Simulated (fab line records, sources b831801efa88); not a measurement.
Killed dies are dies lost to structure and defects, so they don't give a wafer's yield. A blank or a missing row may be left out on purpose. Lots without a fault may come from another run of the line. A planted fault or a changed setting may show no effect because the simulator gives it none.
A struck lot beside a sound one | flow sky130 | 16 steps out of a route of 708
Sound: wafers L672.1, L672.4, L672.5. Struck: wafers L681.1, L681.3, L681.4. The cause comes at the end.
At each step with rows: each side's tool, then ch and its chambers, then its first start. Under that, the readings that differ: sound wafers | struck wafers | difference of the means | sigmas: that difference in standard deviations of wafers without a fault.
alike: readings whose means differ by less than 2 such deviations, and words and numbers that are the same on both sides. not compared: withheld readings, readings that some wafer has no value for, bounds like >300 that may hide the same value, and numbers for which the record gives no deviation and whose values overlap.
The two part at a step that has a row with sigmas, a row that says differs or no value, or rows on one side only. Numbers that don't overlap but have no deviation are shown without sigmas and don't part them. A reading that every wafer of one side lacks parts them only if that side has two wafers or more.

first, 3 steps without rows for these wafers: SKY_METAL1_EXPOSE_12 (exposes mask MM1, target cd 140 nm); SKY_METAL1_PEB_13; SKY_METAL1_DEVELOP_14 (develop time 60 s).
SKY_METAL1_CD_MEAS_15: target cd 140 nm.
  sound on cd_sem-02, day 34 14:30; struck on cd_sem-01, day 37 14:19
  alike: cd_nm
SKY_METAL1_OVL_MEAS_16:
  sound on overlay-02, day 34 14:37; struck on overlay-01, day 37 14:26
  alike: METAL1_OVL
SKY_METAL1_DESCUM_17: chemistry O2, time 8 s.
  sound on rie_metal-01 ch 0,1, day 34 14:40; struck on rie_metal-01 ch 0, day 37 14:29
  alike: drypump_motor_current_A, oes_product_au
  not compared: rf_hours_counter_h
SKY_METAL1_ETCH_18: etches BARC in N2/H2, stops on SiO2, time 45.9 s, target depth 60 nm.
  sound on rie_metal-01 ch 0,1, day 34 14:41; struck on rie_metal-01 ch 0, day 37 14:32
  alike: drypump_motor_current_A, oes_product_au, throttle_valve_pct
  not compared: rf_hours_counter_h
SKY_METAL1_METAL_ETCH_19: etches the open film in Cl2/BCl3, stops on SiO2, target depth 360 nm, time 78 s.
  sound on rie_metal-01 ch 0,1, day 34 14:45; struck on rie_metal-01 ch 0, day 37 14:40
  alike: bcl3_flow_sccm, drypump_motor_current_A, oes_product_au, throttle_valve_pct
  not compared: rf_hours_counter_h
SKY_METAL1_STRIP_20: strips in O2/N2.
  sound on plasma_asher-02 ch 0,1, day 34 14:50; struck on plasma_asher-03 ch 0,1, day 37 14:51
  alike: drypump_motor_current_A, oes_product_au, strip_time_to_endpoint_s
  not compared: rf_hours_counter_h
then, 3 steps without rows for these wafers: SKY_METAL1_STRIP_21 (strips in post etch residue remover, time 1200 s); SKY_METAL1_CLEAN_22 (cleans in IPA, time 180 s); SKY_METAL1_CLEAN_23 (cleans in O3/DIW).
SKY_VIA1_HDPCVD_00: deposits SiO2, target thk 1030 nm, time 171.7 s.
  sound on hdpcvd-02 ch 1,2, day 34 15:27; struck on hdpcvd-01 ch 0,1,2, day 37 15:43
SKY_VIA1_THK_MEAS_01:
  sound on film_metro-03, day 34 15:37; struck on film_metro-03, day 37 15:56
  reading              | sound          | struck         | difference | sigmas
  VIA1_HDPCVD_THK (nm) | 1036 1027 1045 | 2088 2097 2098 | +1058      | +96
SKY_VIA1_CMP_02: polishes SiO2.
  sound on cmp-01 ch 0,1,3, day 34 15:41; struck on cmp-01 ch 0,2,3, day 37 16:02
  alike: motor_current_A
-- the record jumps here: 12 days lie between the struck wafers' starts before and after (it left off in module VIA1 and takes up again in module PAD_OPEN, whose first step shown is number 708 of the route) --
SKY_PAD_OPEN_PROBE_99:
  sound on prober-02, day 47 09:29; struck on prober-02, day 49 12:43
  alike: defect_limited_yield, killed_at_M0_to_M3, killed_at_M4_up, killed_at_contacts, killed_at_front_end, killed_at_other, killed_dies, killed_open, killed_short, sort_bin_3_pad_short, sort_bin_5_function, sort_bin_6_memory, sort_n_pass, sort_yield_pct

WHERE THEY PART
Only at SKY_VIA1_THK_MEAS_01, within this record. Later steps at which nothing parts them and some readings are alike: SKY_VIA1_CMP_02, SKY_PAD_OPEN_PROBE_99.

WHY: what the simulator had put in
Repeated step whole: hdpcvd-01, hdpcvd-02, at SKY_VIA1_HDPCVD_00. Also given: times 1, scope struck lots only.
